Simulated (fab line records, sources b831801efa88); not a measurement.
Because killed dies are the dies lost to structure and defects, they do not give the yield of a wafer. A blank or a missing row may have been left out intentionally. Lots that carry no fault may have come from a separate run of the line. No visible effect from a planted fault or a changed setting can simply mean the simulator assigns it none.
fab line records / flow gf180mcu / part 2 of 2: steps 30 to 43 of 43
[record] lots = 5 wafers = 15 lastDay = 33
route steps=602 shown V3@449 M4@456 V4@476
lots that met no fault: from a run of the same line without faults
startH: hours from the record's opening day to when the first of the lot's shown wafers began / waitH: how many hours have passed since the lot's step before this one / " as in the row above / L1.1+2: a single row standing in for several wafers / - either no value or no given start / * or withheld: withheld / < > ~ a bound
route shown NAME@n: NAME is a module with steps in the file, n the number in the route of the first one / usual: mean and standard deviation over wafers with no fault / same: alike in all rows / chamber/n: place in a boat / sites: each site's reading / _std_site: their standard deviation / _edge_site: outer sites' mean less inner sites' / radiusMm: for every site, how far away it sits from the centre of the wafer / mask NAME#n: copy n / behind: the most recent tool/chamber to have shaped the wafer / hold: why the lot was held/for how many hours/how that ended / device: names the non-switching transistor (n, p or np) / end of line: at the end of the route, the tests of the same wafers / a step with no rows: only its recipe / killed: count of dies lost to structure and defects at first sort (not the wafer's yield) / map: shows each die of a wafer: x if killed, . if not, _ if none is there
set.NAME: the setting that was run; set.NAME@STEP: the one run at that earlier step / model.NAME: the simulator's own value behind a step, which no gauge read
lots seen at some steps along the route; tables by step, rows by wafer
services: a tool's chamber out of use, with start hour (startH, from the record's first day; less than 0 if before it), hours out, and reason
[[steps]]
[step GF_V4_CVD_02]
[recipe] material = SiO2 targetThkNm = 850 precursor = TEOS tempC = 400 timeS = 94.851 rfW = 600
[usual] heaterPowerW = 652/100
lot.wafer=L077.3 tool=pecvd-04 chamber=1 startH=565.17 waitH=0.0 heaterPowerW=483
lot.wafer=L077.5 tool=pecvd-04 chamber=0 startH=565.17 waitH=0.0 heaterPowerW=712
lot.wafer=L077.6 tool=pecvd-04 chamber=2 startH=565.17 waitH=0.0 heaterPowerW=682
lot.wafer=L078.1 tool=pecvd-01 chamber=1 startH=572.72 waitH=0.1 heaterPowerW=641
lot.wafer=L078.4 tool=pecvd-01 chamber=0 startH=572.72 waitH=0.1 heaterPowerW=595
lot.wafer=L078.5 tool=pecvd-01 chamber=2 startH=572.72 waitH=0.1 heaterPowerW=605
lot.wafer=L079.1 tool=pecvd-04 chamber=1 startH=581.24 waitH=0.1 heaterPowerW=485
lot.wafer=L079.3 tool=pecvd-04 chamber=2 startH=581.24 waitH=0.1 heaterPowerW=702
lot.wafer=L079.5 tool=pecvd-04 chamber=2 startH=581.24 waitH=0.1 heaterPowerW=581
lot.wafer=L085.1 tool=pecvd-01 chamber=0 startH=628.93 waitH=0.1 heaterPowerW=712
lot.wafer=L085.2 tool=pecvd-01 chamber=2 startH=628.93 waitH=0.1 heaterPowerW=697
lot.wafer=L085.3 tool=pecvd-01 chamber=1 startH=628.93 waitH=0.1 heaterPowerW=734
lot.wafer=L093.1 tool=pecvd-01 chamber=2 startH=688.39 waitH=0.1 heaterPowerW=656
lot.wafer=L093.2 tool=pecvd-01 chamber=1 startH=688.39 waitH=0.1 heaterPowerW=656
lot.wafer=L093.4 tool=pecvd-01 chamber=1 startH=688.39 waitH=0.1 heaterPowerW=722
[step GF_V4_THK_MEAS_03]
[recipe] reads = SiO2_of_V4_CVD_02
[usual] V4_CVD_02_THK = 851/11
lot.wafer=L077.3 tool=filmMetro-04 chamber=- startH=565.26 waitH=0.1 V4_CVD_02_THK[nm]=838
lot.wafer=L077.5 tool=filmMetro-04 chamber=- startH=565.26 waitH=0.1 V4_CVD_02_THK[nm]=859
lot.wafer=L077.6 tool=filmMetro-04 chamber=- startH=565.26 waitH=0.1 V4_CVD_02_THK[nm]=861
lot.wafer=L078.1 tool=filmMetro-03 chamber=- startH=572.79 waitH=0.0 V4_CVD_02_THK[nm]=841
lot.wafer=L078.4 tool=filmMetro-03 chamber=- startH=572.79 waitH=0.0 V4_CVD_02_THK[nm]=850
lot.wafer=L078.5 tool=filmMetro-03 chamber=- startH=572.79 waitH=0.0 V4_CVD_02_THK[nm]=864
lot.wafer=L079.1 tool=filmMetro-04 chamber=- startH=581.31 waitH=0.0 V4_CVD_02_THK[nm]=844
lot.wafer=L079.3 tool=filmMetro-04 chamber=- startH=581.31 waitH=0.0 V4_CVD_02_THK[nm]=841
lot.wafer=L079.5 tool=filmMetro-04 chamber=- startH=581.31 waitH=0.0 V4_CVD_02_THK[nm]=852
lot.wafer=L085.1 tool=filmMetro-03 chamber=- startH=628.99 waitH=0.0 V4_CVD_02_THK[nm]=841
lot.wafer=L085.2 tool=filmMetro-03 chamber=- startH=628.99 waitH=0.0 V4_CVD_02_THK[nm]=857
lot.wafer=L085.3 tool=filmMetro-03 chamber=- startH=628.99 waitH=0.0 V4_CVD_02_THK[nm]=860
lot.wafer=L093.1 tool=filmMetro-03 chamber=- startH=688.46 waitH=0.0 V4_CVD_02_THK[nm]=848
lot.wafer=L093.2 tool=filmMetro-03 chamber=- startH=688.46 waitH=0.0 V4_CVD_02_THK[nm]=843
lot.wafer=L093.4 tool=filmMetro-03 chamber=- startH=688.46 waitH=0.0 V4_CVD_02_THK[nm]=854
[step GF_V4_CMP_04]
[recipe] material = SiO2 downForcePsi = 4 platenRpm = 60 padVelocityMS = 0.94248
[usual] headPressurePsi = 4.000/0.01 motorCurrentA = 12.5/1.3 timeToEndpointS = 79/5.4
lot.wafer=L077.3 tool=cmp-02 chamber=0 startH=565.35 waitH=0.1 headPressurePsi=4.009 motorCurrentA=12.1 timeToEndpointS=74
lot.wafer=L077.5 tool=cmp-02 chamber=3 startH=565.35 waitH=0.1 headPressurePsi=4.000 motorCurrentA=11.7 timeToEndpointS=89
lot.wafer=L077.6 tool=cmp-02 chamber=0 startH=565.35 waitH=0.1 headPressurePsi=4.010 motorCurrentA=12.7 timeToEndpointS=82
lot.wafer=L078.4 tool=cmp-01 chamber=0 startH=575.70 waitH=2.9 headPressurePsi=3.995 motorCurrentA=12.2 timeToEndpointS=76
lot.wafer=L078.1 tool=cmp-01 chamber=2 startH=575.70 waitH=2.9 headPressurePsi=4.014 motorCurrentA=14.2 timeToEndpointS=68
lot.wafer=L078.5 tool=cmp-01 chamber=3 startH=575.70 waitH=2.9 headPressurePsi=3.997 motorCurrentA=14.3 timeToEndpointS=80
lot.wafer=L079.3 tool=cmp-01 chamber=2 startH=581.37 waitH=0.0 headPressurePsi=3.998 motorCurrentA=14.3 timeToEndpointS=67
lot.wafer=L079.1 tool=cmp-01 chamber=0 startH=581.37 waitH=0.0 headPressurePsi=4.009 motorCurrentA=11.7 timeToEndpointS=76
lot.wafer=L079.5 tool=cmp-01 chamber=2 startH=581.37 waitH=0.0 headPressurePsi=3.995 motorCurrentA=13.7 timeToEndpointS=73
lot.wafer=L085.3 tool=cmp-02 chamber=2 startH=629.05 waitH=0.0 headPressurePsi=3.994 motorCurrentA=10.1 timeToEndpointS=88
lot.wafer=L085.1 tool=cmp-02 chamber=3 startH=629.05 waitH=0.0 headPressurePsi=4.010 motorCurrentA=12.6 timeToEndpointS=80
lot.wafer=L085.2 tool=cmp-02 chamber=1 startH=629.05 waitH=0.0 headPressurePsi=4.000 motorCurrentA=13.1 timeToEndpointS=81
lot.wafer=L093.2 tool=cmp-01 chamber=1 startH=688.57 waitH=0.1 headPressurePsi=3.979 motorCurrentA=12.2 timeToEndpointS=78
lot.wafer=L093.1 tool=cmp-01 chamber=2 startH=688.57 waitH=0.1 headPressurePsi=3.999 motorCurrentA=13.5 timeToEndpointS=76
lot.wafer=L093.4 tool=cmp-01 chamber=3 startH=688.57 waitH=0.1 headPressurePsi=3.999 motorCurrentA=13.4 timeToEndpointS=81
[step GF_V4_BOW_MEAS_05]
[recipe] mode = bow
[usual] V4_BOW = 135/10
lot.wafer=L077.3 tool=filmMetro-01 chamber=- startH=565.64 waitH=0.2 V4_BOW[um]=144
lot.wafer=L077.5 tool=filmMetro-01 chamber=- startH=565.64 waitH=0.2 V4_BOW[um]=144
lot.wafer=L077.6 tool=filmMetro-01 chamber=- startH=565.64 waitH=0.2 V4_BOW[um]=139
lot.wafer=L078.1 tool=filmMetro-04 chamber=- startH=575.95 waitH=0.1 V4_BOW[um]=144
lot.wafer=L078.4 tool=filmMetro-04 chamber=- startH=575.95 waitH=0.1 V4_BOW[um]=126
lot.wafer=L078.5 tool=filmMetro-04 chamber=- startH=575.95 waitH=0.1 V4_BOW[um]=147
lot.wafer=L079.1 tool=filmMetro-01 chamber=- startH=581.67 waitH=0.1 V4_BOW[um]=155
lot.wafer=L079.3 tool=filmMetro-01 chamber=- startH=581.67 waitH=0.1 V4_BOW[um]=142
lot.wafer=L079.5 tool=filmMetro-01 chamber=- startH=581.67 waitH=0.1 V4_BOW[um]=144
lot.wafer=L085.1 tool=filmMetro-04 chamber=- startH=629.35 waitH=0.2 V4_BOW[um]=137
lot.wafer=L085.2 tool=filmMetro-04 chamber=- startH=629.35 waitH=0.2 V4_BOW[um]=142
lot.wafer=L085.3 tool=filmMetro-04 chamber=- startH=629.35 waitH=0.2 V4_BOW[um]=120
lot.wafer=L093.1 tool=filmMetro-04 chamber=- startH=688.82 waitH=0.1 V4_BOW[um]=117
lot.wafer=L093.2 tool=filmMetro-04 chamber=- startH=688.82 waitH=0.1 V4_BOW[um]=122
lot.wafer=L093.4 tool=filmMetro-04 chamber=- startH=688.82 waitH=0.1 V4_BOW[um]=131
[step GF_V4_DEHYDRATE_06]
[recipe] tempC = 200 timeS = 60
lot.wafer=L077.3+5+6 tool=lithoTrack-02 chamber=0 startH=575.78 waitH=10.1
lot.wafer=L078.1+4+5 tool=lithoTrack-01 chamber=0 startH=584.86 waitH=8.9
lot.wafer=L079.1+3+5 tool=lithoTrack-01 chamber=0 startH=591.86 waitH=10.2
lot.wafer=L085.1+2+3 tool=lithoTrack-01 chamber=0 startH=638.91 waitH=9.5
lot.wafer=L093.1+2+4 tool=lithoTrack-03 chamber=0 startH=697.75 waitH=8.9
[step GF_V4_HMDS_07]
[recipe] primeTimeS = 60 primeTempC = 120
[same] primeTimeS = 60
lot.wafer=L077.3+5+6 tool=lithoTrack-02 chamber=0 startH=575.93 waitH=0.1
lot.wafer=L078.1+4+5 tool=lithoTrack-01 chamber=0 startH=585.01 waitH=0.1
lot.wafer=L079.1+3+5 tool=lithoTrack-01 chamber=0 startH=592.01 waitH=0.1
lot.wafer=L085.1+2+3 tool=lithoTrack-01 chamber=0 startH=639.06 waitH=0.1
lot.wafer=L093.1+2+4 tool=lithoTrack-03 chamber=0 startH=697.90 waitH=0.1
[step GF_V4_COAT_08]
[recipe] resist = BARC tempC = withheld timeS = withheld spinRpm = withheld resistThkNm = withheld
lot.wafer=L077.3+5+6 tool=lithoTrack-02 chamber=0 startH=576.08 waitH=0.1
lot.wafer=L078.1+4+5 tool=lithoTrack-01 chamber=0 startH=585.16 waitH=0.1
lot.wafer=L079.1+3+5 tool=lithoTrack-01 chamber=0 startH=592.16 waitH=0.1
lot.wafer=L085.1+2+3 tool=lithoTrack-01 chamber=0 startH=639.21 waitH=0.1
lot.wafer=L093.1+2+4 tool=lithoTrack-03 chamber=0 startH=698.05 waitH=0.1
[step GF_V4_COAT_09]
[recipe] resist = KrF spinRpm = withheld resistThkNm = 1000
lot.wafer=L077.3+5+6 tool=lithoTrack-02 chamber=0 startH=- waitH=-
lot.wafer=L078.1+4+5 tool=lithoTrack-01 chamber=0 startH=- waitH=-
lot.wafer=L079.1+3+5 tool=lithoTrack-01 chamber=0 startH=- waitH=-
lot.wafer=L085.1+2+3 tool=lithoTrack-01 chamber=0 startH=- waitH=-
lot.wafer=L093.1+2+4 tool=lithoTrack-03 chamber=0 startH=- waitH=-
[step GF_V4_SOFTBAKE_10]
[recipe] tempC = 130 timeS = 60 resist = KrF
lot.wafer=L077.3+5+6 tool=lithoTrack-02 chamber=0 startH=- waitH=-
lot.wafer=L078.1+4+5 tool=lithoTrack-01 chamber=0 startH=- waitH=-
lot.wafer=L079.1+3+5 tool=lithoTrack-01 chamber=0 startH=- waitH=-
lot.wafer=L085.1+2+3 tool=lithoTrack-01 chamber=0 startH=- waitH=-
lot.wafer=L093.1+2+4 tool=lithoTrack-03 chamber=0 startH=- waitH=-
[step GF_V4_EXPOSE_11]
[recipe] maskId = Via4 targetCdNm = 260 na = 0.68 sourceShape = conventional sigmaOuter = 0.6 doseMj = 38
lot.wafer=L077.3+5+6 tool=krfScanner-02 chamber=0 startH=- waitH=- mask=Via4#0
lot.wafer=L078.1+4+5 tool=krfScanner-02 chamber=0 startH=- waitH=- mask=Via4#0
lot.wafer=L079.1+3+5 tool=krfScanner-01 chamber=0 startH=- waitH=- mask=Via4#0
lot.wafer=L085.1+2+3 tool=krfScanner-01 chamber=0 startH=- waitH=- mask=Via4#0
lot.wafer=L093.1+2+4 tool=krfScanner-02 chamber=0 startH=- waitH=- mask=Via4#0
[step GF_V4_PEB_12]
[recipe] pebTempC = 135 pebTimeS = 90 resist = KrF
[same] pebTimeS = 90
lot.wafer=L077.3+5+6 tool=lithoTrack-03 chamber=0 startH=- waitH=-
lot.wafer=L078.1+4+5 tool=lithoTrack-03 chamber=0 startH=- waitH=-
lot.wafer=L079.1+3+5 tool=lithoTrack-03 chamber=0 startH=- waitH=-
lot.wafer=L085.1+2+3 tool=lithoTrack-03 chamber=0 startH=- waitH=-
lot.wafer=L093.1+2+4 tool=lithoTrack-03 chamber=0 startH=- waitH=-
[step GF_V4_DEVELOP_13]
[recipe] developTimeS = 60 resist = KrF devTempC = 21
[same] developTimeS = 60
lot.wafer=L077.3+5+6 tool=lithoTrack-03 chamber=0 startH=585.91 waitH=0.1
lot.wafer=L078.1+4+5 tool=lithoTrack-03 chamber=0 startH=596.21 waitH=0.2
lot.wafer=L079.1+3+5 tool=lithoTrack-03 chamber=0 startH=602.71 waitH=0.2
lot.wafer=L085.1+2+3 tool=lithoTrack-03 chamber=0 startH=649.05 waitH=0.2
lot.wafer=L093.1+2+4 tool=lithoTrack-03 chamber=0 startH=707.55 waitH=0.2
[step GF_V4_CD_MEAS_14]
[recipe] targetCdNm = 260
[usual] cdNm = 259.3/1.2
lot.wafer=L077.3 tool=cdSem-02 chamber=- startH=586.05 waitH=0.1 cdNm=259.0
lot.wafer=L077.5 tool=cdSem-02 chamber=- startH=586.05 waitH=0.1 cdNm=259.0
lot.wafer=L077.6 tool=cdSem-02 chamber=- startH=586.05 waitH=0.1 cdNm=258.6
lot.wafer=L078.1 tool=cdSem-02 chamber=- startH=596.36 waitH=0.1 cdNm=260.2
lot.wafer=L078.4 tool=cdSem-02 chamber=- startH=596.36 waitH=0.1 cdNm=258.8
lot.wafer=L078.5 tool=cdSem-02 chamber=- startH=596.36 waitH=0.1 cdNm=258.3
lot.wafer=L079.1 tool=cdSem-01 chamber=- startH=602.86 waitH=0.1 cdNm=260.6
lot.wafer=L079.3 tool=cdSem-01 chamber=- startH=602.86 waitH=0.1 cdNm=258.9
lot.wafer=L079.5 tool=cdSem-01 chamber=- startH=602.86 waitH=0.1 cdNm=260.2
lot.wafer=L085.1 tool=cdSem-02 chamber=- startH=649.20 waitH=0.1 cdNm=257.6
lot.wafer=L085.2 tool=cdSem-02 chamber=- startH=649.20 waitH=0.1 cdNm=258.6
lot.wafer=L085.3 tool=cdSem-02 chamber=- startH=649.20 waitH=0.1 cdNm=258.1
lot.wafer=L093.1 tool=cdSem-02 chamber=- startH=707.70 waitH=0.1 cdNm=256.7
lot.wafer=L093.2 tool=cdSem-02 chamber=- startH=707.70 waitH=0.1 cdNm=258.4
lot.wafer=L093.4 tool=cdSem-02 chamber=- startH=707.70 waitH=0.1 cdNm=258.0
[step GF_V4_OVL_MEAS_15]
[usual] V4_OVL = 1/5.2
lot.wafer=L077.3 tool=overlay-02 chamber=- startH=586.14 waitH=0.1 V4_OVL[nm]=3
lot.wafer=L077.5 tool=overlay-02 chamber=- startH=586.14 waitH=0.1 V4_OVL[nm]=2
lot.wafer=L077.6 tool=overlay-02 chamber=- startH=586.14 waitH=0.1 V4_OVL[nm]=0
lot.wafer=L078.1 tool=overlay-01 chamber=- startH=596.48 waitH=0.1 V4_OVL[nm]=0
lot.wafer=L078.4 tool=overlay-01 chamber=- startH=596.48 waitH=0.1 V4_OVL[nm]=5
lot.wafer=L078.5 tool=overlay-01 chamber=- startH=596.48 waitH=0.1 V4_OVL[nm]=7
lot.wafer=L079.1 tool=overlay-01 chamber=- startH=602.98 waitH=0.1 V4_OVL[nm]=3
lot.wafer=L079.3 tool=overlay-01 chamber=- startH=602.98 waitH=0.1 V4_OVL[nm]=7
lot.wafer=L079.5 tool=overlay-01 chamber=- startH=602.98 waitH=0.1 V4_OVL[nm]=5
lot.wafer=L085.1 tool=overlay-01 chamber=- startH=649.32 waitH=0.1 V4_OVL[nm]=-6
lot.wafer=L085.2 tool=overlay-01 chamber=- startH=649.32 waitH=0.1 V4_OVL[nm]=-1
lot.wafer=L085.3 tool=overlay-01 chamber=- startH=649.32 waitH=0.1 V4_OVL[nm]=-2
lot.wafer=L093.1 tool=overlay-02 chamber=- startH=707.82 waitH=0.1 V4_OVL[nm]=3
lot.wafer=L093.2 tool=overlay-02 chamber=- startH=707.82 waitH=0.1 V4_OVL[nm]=-3
lot.wafer=L093.4 tool=overlay-02 chamber=- startH=707.82 waitH=0.1 V4_OVL[nm]=-5
[[services]]
tool=krfScanner-02 chamber=- startH=543.82 hours=4.4 kind=pm
tool=wetBench-04 chamber=- startH=546.82 hours=0.7 kind=repair
tool=krfScanner-02 chamber=- startH=548.20 hours=1.0 kind=pm
tool=krfScanner-01 chamber=- startH=551.64 hours=1.3 kind=pm
tool=krfScanner-01 chamber=- startH=555.03 hours=1.0 kind=pm
tool=cmp-01 chamber=- startH=561.55 hours=9.4 kind=pm
tool=cmp-01 chamber=- startH=570.90 hours=4.7 kind=pm
tool=cmp-02 chamber=- startH=572.39 hours=4.0 kind=pm
tool=hdpcvd-02 chamber=- startH=588.96 hours=4.3 kind=pm
tool=krfScanner-02 chamber=- startH=590.22 hours=10.6 kind=repair
tool=cmp-02 chamber=- startH=591.66 hours=0.7 kind=repair
tool=wetBench-01 chamber=- startH=592.06 hours=2.2 kind=repair
tool=pvdSputter-04 chamber=- startH=597.68 hours=0.6 kind=repair
tool=cmp-02 chamber=- startH=598.84 hours=0.6 kind=repair
tool=krfScanner-02 chamber=- startH=609.94 hours=0.8 kind=repair
tool=krfScanner-02 chamber=- startH=625.12 hours=0.8 kind=pm
tool=krfScanner-02 chamber=- startH=638.26 hours=0.9 kind=repair
tool=krfScanner-01 chamber=- startH=650.08 hours=0.8 kind=pm
tool=cmp-01 chamber=- startH=654.54 hours=0.6 kind=repair
tool=krfScanner-02 chamber=- startH=681.47 hours=1.3 kind=pm
tool=pvdSputter-04 chamber=- startH=682.47 hours=2.4 kind=repair
tool=hdpcvd-02 chamber=0 startH=688.34 hours=18.3 kind=repair
tool=cmp-02 chamber=- startH=696.65 hours=1.2 kind=repair
tool=pvdSputter-01 chamber=- startH=700.85 hours=8.0 kind=repair
